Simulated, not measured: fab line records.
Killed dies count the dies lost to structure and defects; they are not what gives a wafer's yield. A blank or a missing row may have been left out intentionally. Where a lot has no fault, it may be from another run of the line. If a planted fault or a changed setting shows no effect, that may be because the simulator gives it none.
Which tool did it? :: flow gf180mcu :: Sampling: 6 lots, 18 wafers, 3 of 602 route steps

== WHAT THE GAUGES SHOWED, per wafer ==
GF_MIM_THK_MEAS_11: measures by xrf.
lot: L621
measured: day 25 04:40
on: film_metro-02
MIM_ALCU_THK (nm): 200.4 197.2 198.5

lot: L624
measured: day 26 07:18
on: film_metro-02
MIM_ALCU_THK (nm): 198.5 195.8 198.2

lot: L626
measured: day 26 20:05
on: film_metro-03
MIM_ALCU_THK (nm): 204.1 201.2 201.7

lot: L629
measured: day 27 20:55
on: film_metro-02
MIM_ALCU_THK (nm): 192.7 194.1 194.4

lot: L633
measured: day 29 00:32
on: film_metro-04
MIM_ALCU_THK (nm): 197.1 198.5 197.6

lot: L641
measured: day 31 05:09
on: film_metro-03
MIM_ALCU_THK (nm): 200.6 203.9 198.8

== EACH LOT AND THE TOOL THAT RAN IT (in order: tool; ch and the chambers of the sampled wafers; start) ==
lot: L621
GF_M2_SPUTTER_00: pvd_sputter-02, day 18 23:02
GF_V4_SPUTTER_22: pvd_sputter-04, day 25 03:31

lot: L624
GF_M2_SPUTTER_00: pvd_sputter-02, day 20 05:59
GF_V4_SPUTTER_22: pvd_sputter-04, day 26 06:08

lot: L626
GF_M2_SPUTTER_00: pvd_sputter-01, day 20 21:08
GF_V4_SPUTTER_22: pvd_sputter-03, day 26 18:53

lot: L629
GF_M2_SPUTTER_00: pvd_sputter-04, day 22 01:02
GF_V4_SPUTTER_22: pvd_sputter-04, day 27 19:44

lot: L633
GF_M2_SPUTTER_00: pvd_sputter-02, day 23 10:24
GF_V4_SPUTTER_22: pvd_sputter-04, day 28 23:21

lot: L641
GF_M2_SPUTTER_00: pvd_sputter-02, day 25 20:50
GF_V4_SPUTTER_22: pvd_sputter-03, day 31 03:59
- GF_M2_SPUTTER_00: material Ti, target thk 37.5 nm, time 150 s.
- GF_V4_SPUTTER_22: material TiN, target thk 10 nm, time 40 s.

== THE ANSWER, worked out from the rows above alone ==
Rule: what is usual is taken from the lots themselves. The widest of any qualifying gaps counts: lots, ordered by their means at a reading, are off when they make up no more than a third of the lots, leave a main group of 4 or more, and stand apart from it by 3 or more times the standard deviation of that group's means. The tables above print the reading to a certain number of digits; a main group whose means all agree to those digits is not used. A lot without any number at a reading at which 4 lots or more have one is off too. Any other lot the step has rows for is counted as sound.
None of the lots is off at any reading shown; this tells nothing.

== WHAT THE SIMULATOR PUT IN ==
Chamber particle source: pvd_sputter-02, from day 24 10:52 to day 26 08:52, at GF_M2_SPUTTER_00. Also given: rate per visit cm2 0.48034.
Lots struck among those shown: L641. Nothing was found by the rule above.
